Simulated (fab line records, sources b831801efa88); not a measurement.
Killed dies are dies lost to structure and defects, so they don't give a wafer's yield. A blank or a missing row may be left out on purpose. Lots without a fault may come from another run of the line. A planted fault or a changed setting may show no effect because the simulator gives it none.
Which tool did it? | flow sky130 | 14 lots, 42 wafers sampled, at 1 step of a route of 708

WHAT THE GAUGES READ, wafer by wafer
SKY_VIA1_OVL_MEAS_13. Usual: VIA1_OVL -5 nm, standard deviation 5.4.
lot  | measured     | on         | VIA1_OVL (nm) | flag
L901 | day 34 07:07 | overlay-01 | 0 3 -11       |
L902 | day 34 10:40 | overlay-01 | -7 -2 1       |
L904 | day 35 07:08 | overlay-01 | -9 -9 1       |
L906 | day 35 21:44 | overlay-01 | -2 0 0        |
L905 | day 36 08:04 | overlay-01 | -8 -12 -7     |
L908 | day 36 18:32 | overlay-02 | -6 -2 -13     |
L909 | day 37 02:23 | overlay-01 | -7 -2 -3      |
L910 | day 37 08:58 | overlay-01 | -9 -11 -4     |
L911 | day 37 13:52 | overlay-01 | -5 -3 -6      |
L912 | day 37 21:17 | overlay-02 | -5 0 -6       |
L913 | day 38 02:38 | overlay-01 | -3 -15 -10    |
L914 | day 38 14:56 | overlay-01 | -16 -12 -11   |
L922 | day 40 17:35 | overlay-02 | -4 -12 -5     |
L923 | day 40 22:29 | overlay-01 | -2 1 -7       |

WHICH TOOL RAN EACH LOT (tool, then ch and the chambers of the sampled wafers, then the start)
The record holds no process step before these readings.

WHAT THE TOOLS THEMSELVES READ (means of the sampled wafers that have a number; where no wafer has one, the mark that the record gives instead)
The record holds no such reading with a usual standard deviation.

THE ANSWER, worked out from the rows above alone
Rule: a lot is off if the mean of its wafers that have a number lies more than 3 standard deviations from the usual mean. A lot without any number at a reading at which 4 lots or more have one is off too. The other lots that the step has rows for count as sound. The gauges are gone through in route order, then the tools' own readings, and for those a lot's mean is taken as printed above. The first step at which some lot is off is used, and at that step the reading that is off furthest; a lot without a number counts as furthest.
No lot is off at any reading shown: from this, nothing can be told.

WHAT THE SIMULATOR HAD PUT IN
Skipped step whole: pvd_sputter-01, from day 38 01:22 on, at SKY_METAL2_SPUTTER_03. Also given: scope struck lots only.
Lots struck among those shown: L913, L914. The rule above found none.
